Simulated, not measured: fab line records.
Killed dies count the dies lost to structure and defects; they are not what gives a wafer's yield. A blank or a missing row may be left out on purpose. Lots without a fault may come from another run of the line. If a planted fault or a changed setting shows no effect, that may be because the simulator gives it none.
Problem report, 8D (eight disciplines) form, completed by code | flow sky130 | the parts of the form that need people (team, actions taken, sign-off) are left out

## 1. THE PROBLEM
runLengthS at SKY_METAL3_METAL_ETCH_18 reads a mean of 187.2 s on 6 wafers of 2 lots; wafers without a fault read 211.2 s with a standard deviation of 0.33. That puts it -73 standard deviations away from the usual mean.
The step: etches the open film in Cl2/BCl3, stops on SiO2, target depth 845 nm, time 183.1 s.
Earliest sighting: wafer L411.1 on rieMetal-01 at day 41 13:35. Wafers with a number at this step in the record: 33, from 11 lots. The rule behind "out" and "out of limits": a value lying over 4 standard deviations away from the usual mean. The rest of the wafers with a number are treated as sound.

## 2. WHAT IT IS, AND WHAT IT ISN'T
question                    | is                       | is not
which readings at this step | runLengthS, oesProductAu | drypumpMotorCurrentA, heBacksideLeakSccm
which lots                  | L411, L415               | L403, L404, L407, L408, L409, L414, L421, L422, L423
which wafers of those lots  | all that have a number   | -
read on which tools         | rieMetal-01              | rieMetal-02, rieMetal-04
when                        | from day 41 13:35        | up to then (15 sound wafers); but 12 sound wafers of L414, L421, L422, L423 came after

## 3. THE SUSPECTS, EACH WITH WHAT RULES IT OUT
Counting: a tool stays on the suspect list if, at a process step up to the reading, it processed all lots that are out and no sound lot following the first of them.
- rieMetal-01 at SKY_METAL3_METAL_ETCH_18 (etches the open film in Cl2/BCl3, stops on SiO2, target depth 845 nm, time 183.1 s): kept. It ran every lot that is out, first L411 (day 41 13:35), and no sound lot after that; its last sound lot up to then is L408 (day 40 11:52). Its own readings are out on those wafers: oesProductAu, runLengthS.
Left after counting: rieMetal-01 at SKY_METAL3_METAL_ETCH_18.

## 4. THE CAUSE (what the simulator had put in)
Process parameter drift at SKY_METAL3_METAL_ETCH_18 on rieMetal-01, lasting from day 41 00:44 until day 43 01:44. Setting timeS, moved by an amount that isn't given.
The count eliminated every tool but this one.

## 5. SEQUENCE OF EFFECTS, ordered by route
Each row: a reading where the mean over the struck wafers with a number is more than 3 standard deviations away from the usual. Only readings for which the record gives a usual standard deviation are gone through. hours: the time from each lot's start at the first step in this table that gives one to its start at this step, as a median over the lots. sigmas: the change in usual standard deviations.
hours | step                     | reading              | usual      | on struck wafers | change | sigmas
0     | SKY_METAL3_METAL_ETCH_18 | oesProductAu         | 0.865 a.u. | 1.005            | +0.140 | +19
0     | SKY_METAL3_METAL_ETCH_18 | runLengthS           | 211.2 s    | 187.2            | -24.0  | -73
0     | SKY_METAL3_STRIP_19      | oesProductAu         | 0.501 a.u. | 0.528            | +0.027 | +4.8
0     | SKY_METAL3_STRIP_19      | stripTimeToEndpointS | 6.52 s     | 7.13             | +0.62  | +8.5
It contains these process steps:
- SKY_METAL3_METAL_ETCH_18: etches the open film in Cl2/BCl3, stops on SiO2, target depth 845 nm, time 183.1 s.
- SKY_METAL3_STRIP_19: strips in O2/N2.

## 6. WHAT WOULD HAVE CAUGHT IT SOONER
The fault began at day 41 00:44; the first out-of-limits reading in this record came at day 41 13:35, 13 hours later.
